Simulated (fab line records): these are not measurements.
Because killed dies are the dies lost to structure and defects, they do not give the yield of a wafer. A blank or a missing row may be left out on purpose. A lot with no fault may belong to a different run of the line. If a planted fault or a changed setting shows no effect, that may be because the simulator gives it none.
Problem report, 8D (eight disciplines) form, completed by code / flow sky130 / the parts of the form that need people (team, actions taken, sign-off) are left out

## 1. THE PROBLEM
Across 9 wafers from 3 lots, SD_N_RS at SKY_SD_N_RS_MEAS_16 averages 70.89 ohm/sq, while fault-free wafers read 68.57 ohm/sq with a standard deviation of 0.11. Relative to the usual mean, that is a shift of +21 standard deviations.
The step: measures by four-point-probe.
First seen on wafer L889.3, day 30 08:55, on filmMetro-03. The record holds 33 wafers of 11 lots with a number at this step. Rule for "out", or "out of limits": more than 4 standard deviations from the usual mean. Any other wafer with a number is counted as sound.

## 2. WHAT IT IS, AND WHAT IT ISN'T
question=which readings at this step | is=SD_N_RS | is not=-
question=which lots | is=L889, L892, L895 | is not=L886, L890, L891, L901, L903, L904, L905, L907
question=which wafers of those lots | is=all that have a number | is not=-
question=read on which gauges | is=filmMetro-01, filmMetro-03 | is not=filmMetro-02
question=when | is=from day 30 08:55 | is not=up to then (9 sound wafers); but 15 sound wafers of L901, L903, L904, L905, L907 came after

## 3. SUSPECTS, AND WHAT RULES EACH OUT
Counting: a tool at any process step up to the reading remains a suspect when it ran all the lots that are out and ran no sound lot after the first of those.
- ruled out: the gauge at SKY_SD_N_RS_MEAS_16. 2 gauges (filmMetro-01, filmMetro-03) read the wafers that are out.
- rtpAnneal-01 at SKY_SD_N_RTA_14 (time 2 s): ruled out as a lasting fault. The sound lots L904, L905, L907 went through it after L889, its earliest lot that is out (day 30 08:44).
Left after counting: nothing in the record.

## 4. THE CAUSE (what the simulator had put in)
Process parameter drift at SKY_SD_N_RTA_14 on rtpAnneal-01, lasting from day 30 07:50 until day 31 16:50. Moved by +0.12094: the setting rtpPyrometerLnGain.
Counting ruled it out, wrongly: the rule takes a fault to strike every lot that its tool runs from its start on, and this one did not.

## 5. SEQUENCE OF EFFECTS, ordered by route
One row per reading whose mean, taken over the struck wafers that have a number, lies over 3 standard deviations from the usual. Readings are gone through only where the record gives a usual standard deviation; hours: the median, over the lots, of the time from a lot's start at the first step in this table giving one to that lot's start at this step; sigmas: the change measured in usual standard deviations.
hours=0; step=SKY_SD_N_RTA_14; reading=lampPowerPct; usual=15.74 %; on struck wafers=15.25; change=-0.49; sigmas=-10
hours=0; step=SKY_SD_N_RS_MEAS_16; reading=SD_N_RS; usual=68.57 ohm/sq; on struck wafers=70.89; change=+2.32; sigmas=+21
hours=0; step=SKY_SD_N_RS_MEAS_17; reading=SD_P_RS; usual=147.1 ohm/sq; on struck wafers=160.1; change=+13.0; sigmas=+35
It contains these process steps:
- SKY_SD_N_RTA_14: time 2 s.

## 6. WHAT WOULD HAVE CAUGHT IT SOONER
In this record the first reading out of limits at a measuring or inspecting step was taken at day 30 08:55, 1 hour after the fault began at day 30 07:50.
Tool's own readings at SKY_SD_N_RTA_14, lampPowerPct: out on all struck wafers the step has rows for; an alarm limit on them would have tripped on the first.
